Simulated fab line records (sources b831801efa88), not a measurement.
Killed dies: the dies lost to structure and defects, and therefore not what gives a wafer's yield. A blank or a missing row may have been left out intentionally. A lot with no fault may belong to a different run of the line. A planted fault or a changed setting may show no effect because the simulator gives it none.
Which tool did it? | flow gf180mcu | 24 lots with 72 wafers sampled at 4 steps, on a route of 602 steps

WHAT THE GAUGES READ, wafer by wafer
GF_V4_OVL_MEAS_15. Usual: for V4_OVL the level is 0 nm and the standard deviation is 5.
lot  | measured     | on         | V4_OVL (nm) | flag
L074 | day 24 03:52 | overlay-01 | -8 -1 1     | 
L075 | day 24 20:08 | overlay-01 | -3 -4 1     | 
L076 | day 25 01:28 | overlay-02 | 8 5 5       | 
L077 | day 25 11:28 | overlay-01 | -5 0 -2     | 
L078 | day 25 17:13 | overlay-02 | -8 -6 -4    | 
L079 | day 26 03:37 | overlay-01 | 2 1 5       | 
L080 | day 26 13:28 | overlay-01 | -4 0 2      | 
L081 | day 26 19:51 | overlay-01 | 2 2 2       | 
L082 | day 27 02:05 | overlay-01 | -4 -7 -11   | 
L083 | day 27 10:10 | overlay-01 | 3 10 -2     | 
L084 | day 27 19:08 | overlay-02 | 3 7 4       | 
L085 | day 28 03:16 | overlay-02 | 5 10 3      | 
L086 | day 28 09:28 | overlay-01 | -11 -3 -5   | 
L087 | day 28 19:53 | overlay-02 | 11 9 10     | 
L088 | day 28 21:22 | overlay-01 | 0 12 4      | 
L089 | day 29 09:16 | overlay-01 | 1 -6 -10    | 
L090 | day 29 13:28 | overlay-02 | 2 6 5       | 
L091 | day 29 23:47 | overlay-02 | 1 -4 0      | 
L092 | day 30 03:31 | overlay-01 | 1 -7 6      | 
L093 | day 30 10:28 | overlay-02 | 0 -2 -1     | 
L094 | day 30 16:46 | overlay-01 | 12 5 -1     | 
L095 | day 30 20:19 | overlay-01 | -1 2 4      | 
L096 | day 31 01:40 | overlay-02 | 0 -2 -2     | 
L097 | day 31 10:04 | overlay-01 | -5 -6 2     | 

TOOL THAT RAN EACH LOT (tool first, then ch and the chambers of the sampled wafers, then the start)
lot  | GF_STI_ETCH_14                 | GF_V3_SPUTTER_22            | GF_V4_CMP_04
L074 | rieSi-01 ch 2,3, day 2 00:57   | pvdSputter-03, day 22 04:14 | cmp-02 ch 2,3, day 23 05:17
L075 | rieSi-02 ch 0,2,3, day 2 06:43 | pvdSputter-03, day 22 20:11 | cmp-01 ch 1,2,3, day 23 21:17
L076 | rieSi-02 ch 0,3, day 2 12:19   | pvdSputter-03, day 23 02:41 | cmp-01 ch 0,3, day 24 03:19
L077 | rieSi-02 ch 0,2,3, day 2 16:34 | pvdSputter-02, day 23 12:29 | cmp-01 ch 1,2,3, day 24 13:14
L078 | rieSi-02 ch 0,2,3, day 2 22:15 | pvdSputter-03, day 23 18:55 | cmp-01 ch 0,1,3, day 24 19:04
L079 | rieSi-01 ch 0,2, day 3 04:13   | pvdSputter-03, day 24 06:21 | cmp-02 ch 2,3, day 25 06:27
L080 | rieSi-01 ch 1,2,3, day 3 07:45 | pvdSputter-03, day 24 16:08 | cmp-01 ch 0,1, day 25 15:43
L081 | rieSi-01 ch 1,3, day 3 13:40   | pvdSputter-03, day 24 22:55 | cmp-01 ch 1,3, day 25 22:30
L082 | rieSi-01 ch 0,1,2, day 3 19:37 | pvdSputter-02, day 25 06:11 | cmp-02 ch 0,1,3, day 26 06:10
L083 | rieSi-02 ch 2,3, day 3 23:43   | pvdSputter-03, day 25 14:40 | cmp-01 ch 0,2,3, day 26 13:00
L084 | rieSi-01 ch 1,3, day 4 04:40   | pvdSputter-02, day 25 23:23 | cmp-02 ch 2,3, day 26 22:23
L085 | rieSi-02 ch 0,1,3, day 4 11:52 | pvdSputter-03, day 26 09:02 | cmp-01 ch 0,2,3, day 27 07:22
L086 | rieSi-01 ch 2,3, day 4 15:00   | pvdSputter-02, day 26 15:44 | cmp-02 ch 0,1,2, day 27 13:05
L087 | rieSi-01 ch 0,1,3, day 4 20:31 | pvdSputter-02, day 27 02:02 | cmp-02 ch 0,1,3, day 28 00:32
L088 | rieSi-01 ch 1,2, day 5 01:25   | pvdSputter-03, day 27 03:16 | cmp-02 ch 0,1,2, day 28 01:38
L089 | rieSi-02 ch 0,1,2, day 5 07:06 | pvdSputter-04, day 27 16:00 | cmp-01 ch 0,2,3, day 28 13:24
L090 | rieSi-02 ch 0,2,3, day 5 11:42 | pvdSputter-02, day 27 20:56 | cmp-02 ch 0,3, day 28 18:20
L091 | rieSi-02 ch 1,3, day 5 19:10   | pvdSputter-02, day 28 07:17 | cmp-02 ch 0,2,3, day 29 05:02
L092 | rieSi-02 ch 1,2,3, day 5 23:22 | pvdSputter-04, day 28 11:26 | cmp-01 ch 0,1,3, day 29 08:11
L093 | rieSi-01 ch 0,1, day 6 02:55   | pvdSputter-03, day 28 18:39 | cmp-01 ch 1,2, day 29 15:34
L094 | rieSi-02 ch 2,3, day 6 09:04   | pvdSputter-03, day 29 00:48 | cmp-01 ch 0,1,3, day 29 22:29
L095 | rieSi-02 ch 0,2, day 6 13:10   | pvdSputter-03, day 29 05:25 | cmp-02 ch 0,1,2, day 30 01:58
L096 | rieSi-02 ch 0,2,3, day 6 18:49 | pvdSputter-04, day 29 10:25 | cmp-02 ch 1,2,3, day 30 07:33
L097 | rieSi-02 ch 0,3, day 7 01:10   | pvdSputter-04, day 29 19:35 | cmp-01 ch 0,2,3, day 30 16:20
- GF_STI_ETCH_14: etches Si in HBr/Cl2/O2, target depth 360 nm, time 102.9 s.
- GF_V3_SPUTTER_22: material TiN, target thk 10 nm, time 40 s.
- GF_V4_CMP_04: polishes SiO2.

AS READ BY THE TOOLS THEMSELVES (means over the sampled wafers that have a number; for cases with no such wafer, the mark the record gives instead)
GF_STI_ETCH_14. Usual: HBr_flow_sccm 149.9 sccm, standard deviation 0.47; drypumpMotorCurrentA 5.77 A, standard deviation 0.27; oesProductAu 0.997 a.u., standard deviation 0.0093; throttleValvePct 25.659 %, standard deviation 0.0096.
lot  | tool     | HBr_flow_sccm (sccm) | drypumpMotorCurrentA (A) | oesProductAu (a.u.) | throttleValvePct (%) | flag
L074 | rieSi-01 | 150.2                | 5.82                     | 1.000               | 25.653               | 
L075 | rieSi-02 | 150.4                | 5.88                     | 0.994               | 25.665               | 
L076 | rieSi-02 | 149.9                | 6.01                     | 0.995               | 25.655               | 
L077 | rieSi-02 | 149.8                | 5.87                     | 0.995               | 25.656               | 
L078 | rieSi-02 | 149.6                | 5.88                     | 0.987               | 25.664               | 
L079 | rieSi-01 | 149.6                | 5.44                     | 1.011               | 25.646               | 
L080 | rieSi-01 | 149.7                | 5.80                     | 0.988               | 25.649               | 
L081 | rieSi-01 | 150.3                | 5.73                     | 1.005               | 25.646               | 
L082 | rieSi-01 | 149.8                | 5.62                     | 1.005               | 25.649               | 
L083 | rieSi-02 | 149.9                | 5.81                     | 0.992               | 25.657               | 
L084 | rieSi-01 | 150.2                | 5.72                     | 1.006               | 25.655               | 
L085 | rieSi-02 | 149.9                | 5.93                     | 0.989               | 25.671               | 
L086 | rieSi-01 | 150.2                | 5.80                     | 1.001               | 25.652               | 
L087 | rieSi-01 | 150.2                | 5.54                     | 1.006               | 25.651               | 
L088 | rieSi-01 | 150.3                | 5.86                     | 0.989               | 25.662               | 
L089 | rieSi-02 | 149.8                | 5.83                     | 0.999               | 25.651               | 
L090 | rieSi-02 | 149.3                | 5.89                     | 0.992               | 25.667               | 
L091 | rieSi-02 | 149.9                | 5.85                     | 0.996               | 25.658               | 
L092 | rieSi-02 | 149.6                | 5.75                     | 0.997               | 25.653               | 
L093 | rieSi-01 | 149.8                | 5.34                     | 1.002               | 25.661               | 
L094 | rieSi-02 | 150.3                | 5.81                     | 0.990               | 25.659               | 
L095 | rieSi-02 | 149.7                | 5.75                     | 0.999               | 25.659               | 
L096 | rieSi-02 | 150.0                | 5.89                     | 0.991               | 25.665               | 
L097 | rieSi-02 | 150.0                | 5.98                     | 0.995               | 25.668               | 

GF_V3_SPUTTER_22. Usual: 29.8 % for throttleValvePct, sd 1.1.
lot  | tool          | throttleValvePct (%) | flag
L074 | pvdSputter-03 | 29.7                 | 
L075 | pvdSputter-03 | 29.4                 | 
L076 | pvdSputter-03 | 29.3                 | 
L077 | pvdSputter-02 | 30.5                 | 
L078 | pvdSputter-03 | 29.1                 | 
L079 | pvdSputter-03 | 28.3                 | 
L080 | pvdSputter-03 | 29.6                 | 
L081 | pvdSputter-03 | 28.8                 | 
L082 | pvdSputter-02 | 31.2                 | 
L083 | pvdSputter-03 | 28.7                 | 
L084 | pvdSputter-02 | 30.5                 | 
L085 | pvdSputter-03 | 29.3                 | 
L086 | pvdSputter-02 | 30.9                 | 
L087 | pvdSputter-02 | 30.6                 | 
L088 | pvdSputter-03 | 29.4                 | 
L089 | pvdSputter-04 | 30.2                 | 
L090 | pvdSputter-02 | 30.9                 | 
L091 | pvdSputter-02 | 30.4                 | 
L092 | pvdSputter-04 | 30.4                 | 
L093 | pvdSputter-03 | 28.7                 | 
L094 | pvdSputter-03 | 28.6                 | 
L095 | pvdSputter-03 | 29.2                 | 
L096 | pvdSputter-04 | 30.9                 | 
L097 | pvdSputter-04 | 30.7                 | 

GF_V4_CMP_04. Usual: motorCurrentA 12.0 A, standard deviation 1.7; timeToEndpointS 82 s, standard deviation 5.
lot  | tool   | motorCurrentA (A) | timeToEndpointS (s) | flag
L074 | cmp-02 | 11.4              | 86                  | 
L075 | cmp-01 | 12.6              | 86                  | 
L076 | cmp-01 | 11.6              | 84                  | 
L077 | cmp-01 | 12.5              | 80                  | 
L078 | cmp-01 | 12.2              | 86                  | 
L079 | cmp-02 | 11.7              | 82                  | 
L080 | cmp-01 | 12.3              | 84                  | 
L081 | cmp-01 | 13.3              | 78                  | 
L082 | cmp-02 | 12.3              | 81                  | 
L083 | cmp-01 | 11.4              | 80                  | 
L084 | cmp-02 | 12.3              | 80                  | 
L085 | cmp-01 | 11.7              | 79                  | 
L086 | cmp-02 | 11.3              | 81                  | 
L087 | cmp-02 | 12.0              | 85                  | 
L088 | cmp-02 | 11.4              | 72                  | 
L089 | cmp-01 | 11.5              | 79                  | 
L090 | cmp-02 | 11.0              | 82                  | 
L091 | cmp-02 | 11.2              | 78                  | 
L092 | cmp-01 | 12.2              | 85                  | 
L093 | cmp-01 | 12.2              | 79                  | 
L094 | cmp-01 | 12.4              | 85                  | 
L095 | cmp-02 | 11.9              | 79                  | 
L096 | cmp-02 | 13.0              | 88                  | 
L097 | cmp-01 | 11.5              | 82                  | 

THE ANSWER, worked out from the rows above alone
Rule: a lot is off if the mean of its wafers that have a number lies more than 3 standard deviations from the usual mean. A lot without any number at a reading at which 4 lots or more have one is off too. The other lots that the step has rows for count as sound. The gauges are gone through in route order, then the tools' own readings, and for those a lot's mean is taken as printed above. The first step at which some lot is off is used, and at that step the reading that is off furthest; a lot without a number counts as furthest.
Nothing can be told from this: no lot is off at any reading shown.

WHAT HAD BEEN PUT IN BY THE SIMULATOR
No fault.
